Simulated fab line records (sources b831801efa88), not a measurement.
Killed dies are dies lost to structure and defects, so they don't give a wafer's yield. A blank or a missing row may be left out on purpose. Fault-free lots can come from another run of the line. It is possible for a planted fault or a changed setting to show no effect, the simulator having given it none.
Split-lot trial    flow sfq-line    23 wafers read from 5 lots, route of 325 steps

THE SPLIT
At SFQ_TRILAYER_I7_VIA_LITHO_PEB_190 (peb time 60 s), the setting peb-time-s was moved away from the recipe's 60 s on 9 of the 23 wafers read, by -14.3% to -4.5%. This setting was run at the recipe's value on the other wafers.

FROM SPLIT TO READING: 1 step shown by the file between the two
- SFQ_TRILAYER_I7_VIA_LITHO_DEVELOP_189: time 60 s

THE READING
I7.cd-nm (the simulator's own value, which no gauge read), in nm, at SFQ_TRILAYER_I7_VIA_BARC_OPEN_VIA_ETCH_260 (etches BARC in O2, target depth 125 nm, time 41.7 s). The file gives no usual value for it. Here, 14 wafers ran the recipe; their average is 1000.2 nm with a standard deviation of 1 nm.

wafer   tool, chamber at the split  peb-time-s as run, s  against the recipe  I7.cd-nm, nm  against lot-mates on the recipe
L077.1  litho-track-04, 0           60                    recipe              999.8         -
L077.2  litho-track-04, 0           60                    recipe              999.9         -
L077.3  litho-track-04, 0           56.3                  -6.2%               990.9         -9.0
L077.4  litho-track-04, 0           56.3                  -6.2%               990.3         -9.6
L077.5  litho-track-04, 0           60                    recipe              1000          -
L078.1  litho-track-02, 0           60                    recipe              1001          -
L078.6  litho-track-02, 0           60                    recipe              1001          -
L078.2  litho-track-02, 0           57.28                 -4.5%               993.8         -7.2
L078.3  litho-track-02, 0           57.28                 -4.5%               993.4         -7.6
L078.4  litho-track-02, 0           57.28                 -4.5%               992.5         -8.5
L079.1  litho-track-03, 0           60                    recipe              1000          -
L079.2  litho-track-03, 0           51.41                 -14.3%              977.7         -23.6
L079.3  litho-track-03, 0           51.41                 -14.3%              977.5         -23.8
L079.4  litho-track-03, 0           60                    recipe              1003          -
L079.6  litho-track-03, 0           60                    recipe              1001          -
L081.1  litho-track-04, 0           60                    recipe              999.7         -
L081.2  litho-track-04, 0           60                    recipe              999.2         -
L081.4  litho-track-04, 0           60                    recipe              999.1         -
L081.5  litho-track-04, 0           55.46                 -7.6%               988.7         -10.6
L081.6  litho-track-04, 0           55.46                 -7.6%               988.8         -10.5
L085.3  litho-track-03, 0           60                    recipe              999.7         -
L085.4  litho-track-03, 0           60                    recipe              999           -
L085.6  litho-track-03, 0           60                    recipe              999.8         -

THE FIT
A straight line over all 23 wafers: I7.cd-nm changes by +1.56 nm for each +1% of peb-time-s; r = +0.99; the points scatter about the line by 0.87 nm.
The same after taking each lot's own level away (the mean of its wafers on the recipe; 23 wafers): +1.61 nm for each +1%; r = +0.99; scatter 0.81 nm.
Per that fit: largest peb-time-s move, reading shift of 23 nm.
Across the lots, their own levels run from 999.33 to 1001.33 nm, a range of 2.0 times the standard deviation given above.
Hence the lot-to-lot level has little effect on the slope; both slopes agree.
Check: for one of the wafers moved furthest among these (-14.3%), held out of the fit, the line's prediction against its lot-mates is -22.6 nm. Against them it came out at -23.6 nm.

OTHER SPLITS APPLIED TO THESE WAFERS
Other splits were also applied to these wafers ahead of the reading. Each is held against what the fit with the lots' levels taken away leaves over:
other split on the same wafers                  wafers away from the commonest value  r with I7.cd-nm (lot level and that fit taken away)
SFQ_TRILAYER_I6_VIA_ETCH_VIA_ETCH_172 bias-w    6                                     -0.47
SFQ_TRILAYER_M7_LITHO_COAT_182 resist-thk-nm    10                                    +0.38
SFQ_TRILAYER_M7_BARC_OPEN_METAL_ETCH_229 icp-w  7                                     +0.05
SFQ_TRILAYER_I7_CMP_CMP_184 leave-above-ref-nm  7                                     -0.06

FILE'S OWN FIT
I7.cd-nm changes by +1.58 nm for each +1% of peb-time-s, r = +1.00.
